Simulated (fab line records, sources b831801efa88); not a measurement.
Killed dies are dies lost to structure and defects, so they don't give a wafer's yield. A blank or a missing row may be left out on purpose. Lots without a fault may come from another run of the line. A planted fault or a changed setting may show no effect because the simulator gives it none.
Problem report in the 8D (eight disciplines) form, filled by code | flow sky130 | the parts of the form that need people (team, actions taken, sign-off) are left out

1. THE PROBLEM
VT_ADJUST_HVTR_TW at SKY_VT_ADJUST_HVTR_TW_MEAS_11 reads a mean of 225.8 on 9 wafers of 3 lots; wafers without a fault read 208.6 with a standard deviation of 1.8. That is +9.6 standard deviations from the usual mean.
First seen on wafer L222.1, day 11 02:46, on film_metro-02. The record holds 39 wafers of 13 lots with a number at this step. Rule for "out", or "out of limits": more than 4 standard deviations from the usual mean. The other wafers with a number count as sound.

2. WHAT IT IS AND WHAT IT IS NOT
question                    | is                           | is not
which readings at this step | VT_ADJUST_HVTR_TW            | -
which lots                  | L222, L224, L226             | L218, L230, L232, L233, L234, L235, L236, L237, L238, L240
which wafers of those lots  | all that have a number       | -
read on which gauges        | film_metro-02, film_metro-04 | film_metro-03
when                        | from day 11 02:46            | up to then (3 sound wafers); but 27 sound wafers of L230, L232, L233, L234, L235, L236, L237, L238, L240 came after

3. SUSPECTS, AND WHAT RULES EACH OUT
Counting: a tool at a process step up to the reading stays a suspect if it ran every lot that is out and no sound lot after the first of them.
- the gauge at SKY_VT_ADJUST_HVTR_TW_MEAS_11: ruled out. The wafers that are out were read on 2 gauges (film_metro-02, film_metro-04).
- implanter-03 at SKY_VT_ADJUST_HVTR_IMPLANT_09: kept. It ran every lot that is out, first L222 (day 11 02:31), and no sound lot after that; its last sound lot up to then is L218 (day 9 22:27). Its own readings are out on those wafers: dose_ions_cm2, faraday_current_uA.
Left after counting: implanter-03 at SKY_VT_ADJUST_HVTR_IMPLANT_09.

4. THE CAUSE (what the simulator had put in)
Process parameter drift: implanter-03, from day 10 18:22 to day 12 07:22, at SKY_VT_ADJUST_HVTR_IMPLANT_09. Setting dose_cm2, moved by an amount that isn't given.
Counting left only this tool.

5. THE CHAIN OF EFFECTS, in route order
Each row: a reading whose mean over the struck wafers that have a number lies more than 3 standard deviations from the usual. Only readings for which the record gives a usual standard deviation are gone through. hours: the time from each lot's start at the first step in this table that gives one to its start at this step, as a median over the lots. sigmas: the change in usual standard deviations.
hours | step                          | reading            | usual      | on struck wafers | change      | sigmas
0     | SKY_VT_ADJUST_HVTR_IMPLANT_09 | dose_ions_cm2      | 2.0999e+12 | 2.7836e+12       | +6.8373e+11 | +99 or more
0     | SKY_VT_ADJUST_HVTR_IMPLANT_09 | faraday_current_uA | 11.87      | 15.50            | +3.63       | +16
0     | SKY_VT_ADJUST_HVTR_TW_MEAS_11 | VT_ADJUST_HVTR_TW  | 208.6      | 225.8            | +17.2       | +9.6
The process steps in it:
- SKY_VT_ADJUST_HVTR_IMPLANT_09
Later measuring or inspecting steps at which every struck wafer that the step has a row for has a number for every such reading, and none has moved that far: SKY_SONOS_TUNNEL_TW_MEAS_12.

6. WHAT WOULD HAVE CAUGHT IT SOONER
In this record the first reading out of limits at a measuring or inspecting step was taken at day 11 02:46, 8 hours after the fault began at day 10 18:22.
The tool's own readings at SKY_VT_ADJUST_HVTR_IMPLANT_09 were out on every struck wafer that the step has a row for (dose_ions_cm2, faraday_current_uA): an alarm limit on them would have fired on the first of those.
Of the lots that are out (3), L224, L226 began SKY_VT_ADJUST_HVTR_IMPLANT_09 on implanter-03 after day 11 02:46. A hold on the tool at that time would have spared those 2.
